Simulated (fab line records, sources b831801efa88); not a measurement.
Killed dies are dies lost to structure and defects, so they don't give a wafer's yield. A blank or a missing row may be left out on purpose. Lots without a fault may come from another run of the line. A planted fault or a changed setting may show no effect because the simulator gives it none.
Which tool did it? | flow gf180mcu | 11 lots, 33 wafers sampled, at 1 step of a route of 602

WHAT THE GAUGES READ, wafer by wafer
GF_MIM_THK_MEAS_06.
lot  | measured     | on            | MIM_CVD_05_THK (nm)
L318 | day 24 11:43 | film_metro-01 | 41.9 42.1 42.6
L319 | day 24 18:47 | film_metro-02 | 41.4 42.4 42.6
L320 | day 24 23:34 | film_metro-01 | 41.0 41.4 41.4
L321 | day 25 04:58 | film_metro-02 | 41.5 42.3 42.1
L328 | day 28 02:16 | film_metro-03 | 41.7 41.8 41.2
L331 | day 28 15:45 | film_metro-03 | 43.4 43.6 43.4
L332 | day 29 02:29 | film_metro-03 | 42.0 42.5 43.0
L333 | day 29 09:04 | film_metro-03 | 42.9 42.1 42.4
L335 | day 29 16:47 | film_metro-02 | 42.0 42.5 42.8
L337 | day 30 09:04 | film_metro-03 | 41.7 41.6 42.2
L341 | day 31 14:19 | film_metro-02 | 41.4 41.9 42.6

WHICH TOOL RAN EACH LOT (tool, then ch and the chambers of the sampled wafers, then the start)
The record holds no process step before these readings.

THE ANSWER, worked out from the rows above alone
Rule: what is usual is taken from the lots themselves. Put in order of their means at a reading, lots are off if they are a third of the lots or fewer, leave a main group of 4 or more, and stand apart from it by a gap of 3 or more times the standard deviation of the main group's means; of several such gaps the widest counts. A main group whose means are all the same, to the digits that the tables above print for the reading, isn't used. A lot without any number at a reading at which 4 lots or more have one is off too. The other lots that the step has rows for count as sound.
No lot is off at any reading shown: from this, nothing can be told.

WHAT THE SIMULATOR HAD PUT IN
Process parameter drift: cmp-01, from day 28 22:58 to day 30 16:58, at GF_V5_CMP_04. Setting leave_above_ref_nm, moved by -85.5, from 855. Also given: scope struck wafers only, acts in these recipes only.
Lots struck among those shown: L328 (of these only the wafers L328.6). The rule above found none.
